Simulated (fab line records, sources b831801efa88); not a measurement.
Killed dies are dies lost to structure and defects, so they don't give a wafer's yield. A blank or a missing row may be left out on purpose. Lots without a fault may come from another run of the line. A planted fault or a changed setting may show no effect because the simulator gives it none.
Split-lot experiment | flow sfq_line | 5 lots, 23 wafers read, on a route of 325 steps

THE SPLIT
At SFQ_TRILAYER_INCOMING_OXIDATION_002 (target thk 500 nm, ox time 4939 s), the setting ox_time_s was moved away from the recipe's 4939 s on 15 of the 23 wafers read, by -4.5% to +6.9%. The other wafers ran this setting at the recipe's value.

The reading is taken at the split's own step.

THE READING
SiO2_of_TRILAYER_INCOMING_OXIDATION_002.thk_nm (the simulator's own value, which no gauge read), in nm, at SFQ_TRILAYER_INCOMING_OXIDATION_002 (target thk 500 nm, ox time 4939 s). The file gives no usual value for it. The 8 wafers here that ran the recipe average 493.2 nm, standard deviation 8 nm.

wafer  | tool, chamber at the split | ox_time_s as run, s | against the recipe | SiO2_of_TRILAYER_INCOMING_OXIDATION_002.thk_nm, nm | against lot-mates on the recipe
L077.1 | -, -                       | 4939                | recipe             | 499.5                                              | -
L077.2 | -, -                       | 4939                | recipe             | 500.2                                              | -
L077.3 | -, -                       | 4939                | recipe             | 502.7                                              | -
L077.4 | -, -                       | 4939                | recipe             | 494.6                                              | -
L077.6 | -, -                       | 4939                | recipe             | 498.7                                              | -
L078.1 | -, -                       | 5242                | +6.1%              | 516.5                                              | no lot-mate on the recipe
L078.2 | -, -                       | 5242                | +6.1%              | 507.8                                              | no lot-mate on the recipe
L078.3 | -, -                       | 5242                | +6.1%              | 518.5                                              | no lot-mate on the recipe
L078.5 | -, -                       | 5242                | +6.1%              | 516.6                                              | no lot-mate on the recipe
L078.6 | -, -                       | 5242                | +6.1%              | 509.1                                              | no lot-mate on the recipe
L079.1 | -, -                       | 4716                | -4.5%              | 484.1                                              | no lot-mate on the recipe
L079.2 | -, -                       | 4716                | -4.5%              | 480.6                                              | no lot-mate on the recipe
L079.3 | -, -                       | 4716                | -4.5%              | 488.8                                              | no lot-mate on the recipe
L079.4 | -, -                       | 4716                | -4.5%              | 483.3                                              | no lot-mate on the recipe
L079.6 | -, -                       | 4716                | -4.5%              | 478                                                | no lot-mate on the recipe
L082.1 | -, -                       | 5282                | +6.9%              | 527.6                                              | no lot-mate on the recipe
L082.3 | -, -                       | 5282                | +6.9%              | 518.6                                              | no lot-mate on the recipe
L082.4 | -, -                       | 5282                | +6.9%              | 508.6                                              | no lot-mate on the recipe
L082.5 | -, -                       | 5282                | +6.9%              | 501.2                                              | no lot-mate on the recipe
L082.6 | -, -                       | 5282                | +6.9%              | 522.8                                              | no lot-mate on the recipe
L084.1 | furnace-01, 0              | 4939                | recipe             | 485.2                                              | -
L084.4 | furnace-01, 0              | 4939                | recipe             | 481.6                                              | -
L084.5 | furnace-01, 0              | 4939                | recipe             | 482.8                                              | -

THE FIT
A straight line over all 23 wafers: SiO2_of_TRILAYER_INCOMING_OXIDATION_002.thk_nm changes by +2.96 nm for each +1% of ox_time_s; r = +0.88; the points scatter about the line by 7.5 nm.
Too few moved wafers have a lot-mate on the recipe to fit a line with each lot's own level taken away.

THE FILE'S OWN FIT
SiO2_of_TRILAYER_INCOMING_OXIDATION_002.thk_nm changes by +2.96 nm for each +1% of ox_time_s, r = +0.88.
